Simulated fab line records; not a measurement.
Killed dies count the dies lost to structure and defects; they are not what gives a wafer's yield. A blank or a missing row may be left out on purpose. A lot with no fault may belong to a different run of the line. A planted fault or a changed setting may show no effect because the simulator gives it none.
One fault seen from 2 desks -- flow gf180mcu -- what lay behind the numbers comes last; until then each desk has only its own

== THE METROLOGY DESK ==
Lot by lot, what the gauges showed, no matter which tool ran the lot: averages of those sampled wafers that carry a number. If a lot's mean is further than 4 standard deviations from the usual mean, the lot is out of limits and carries the mark OUT (the distance appears in the brackets).
Columns: A = CONTACT_W_RS at GF_CONTACT_RS_MEAS_25, usual 0.385 ohm/sq; B = CONTACT_W_THK at GF_CONTACT_THK_MEAS_26, usual 294 nm
lot,first seen here,A,B
L203,day 16 11:16,0.387,295
L204,day 16 18:43,0.386,298
L205,day 17 05:03,0.383,297
L208,day 18 05:35,0.383,299
L210,day 18 21:11,0.385,299
L214,day 20 03:35,0.490 (+22) OUT,241 (-13) OUT
L217,day 21 11:35,0.493 (+23) OUT,242 (-12) OUT
L221,day 22 20:35,0.383,294
L222,day 23 07:28,0.382,298
L223,day 23 21:07,0.379,300
L225,day 24 07:36,0.381,296
L224,day 24 08:31,0.382,295
Finding of this desk: L214, L217 out of limits, first seen on L214 at day 20 03:35 (CONTACT_W_RS at GF_CONTACT_RS_MEAS_25). L203, L204, L205, L208, L210, L221, L222, L223, L225, L224: within limits.

== THE TOOL OWNER'S DESK: cvd-w-01 ==
The tool's own readings at GF_CONTACT_CVD_24 (deposits W, target thk 300 nm, time 90.339 s): means of the sampled wafers that have a number, for each lot that ran on this tool. If a lot's mean is further than 4 standard deviations from the usual mean, the lot is out of limits and carries the mark OUT (the distance appears in the brackets).
Columns: A = heater-power-w at GF_CONTACT_CVD_24, usual 799 W
lot,first seen here,A
L203,day 16 11:10,818
L205,day 17 04:57,864
L214,day 20 03:29,862
L217,day 21 11:29,851
L224,day 24 08:23,883
This desk's finding: nothing out of limits on any of the 5 lots.

== TAKEN TOGETHER ==
An alarm was possible from the metrology desk at day 20 03:35, on L214, L217.
The tool owner's desk saw nothing out of limits.
The tool owner's desk has L214, L217 on record, within its limits.
Of the lots named, all ran GF_CONTACT_CVD_24 on cvd-w-01.

== WHAT THE SIMULATOR PUT IN ==
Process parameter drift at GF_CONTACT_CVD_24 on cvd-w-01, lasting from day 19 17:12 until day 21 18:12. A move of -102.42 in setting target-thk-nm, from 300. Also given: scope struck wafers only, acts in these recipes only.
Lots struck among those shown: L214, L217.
Hours from the fault's start to each desk's first reading out of limits: the metrology desk, 10.
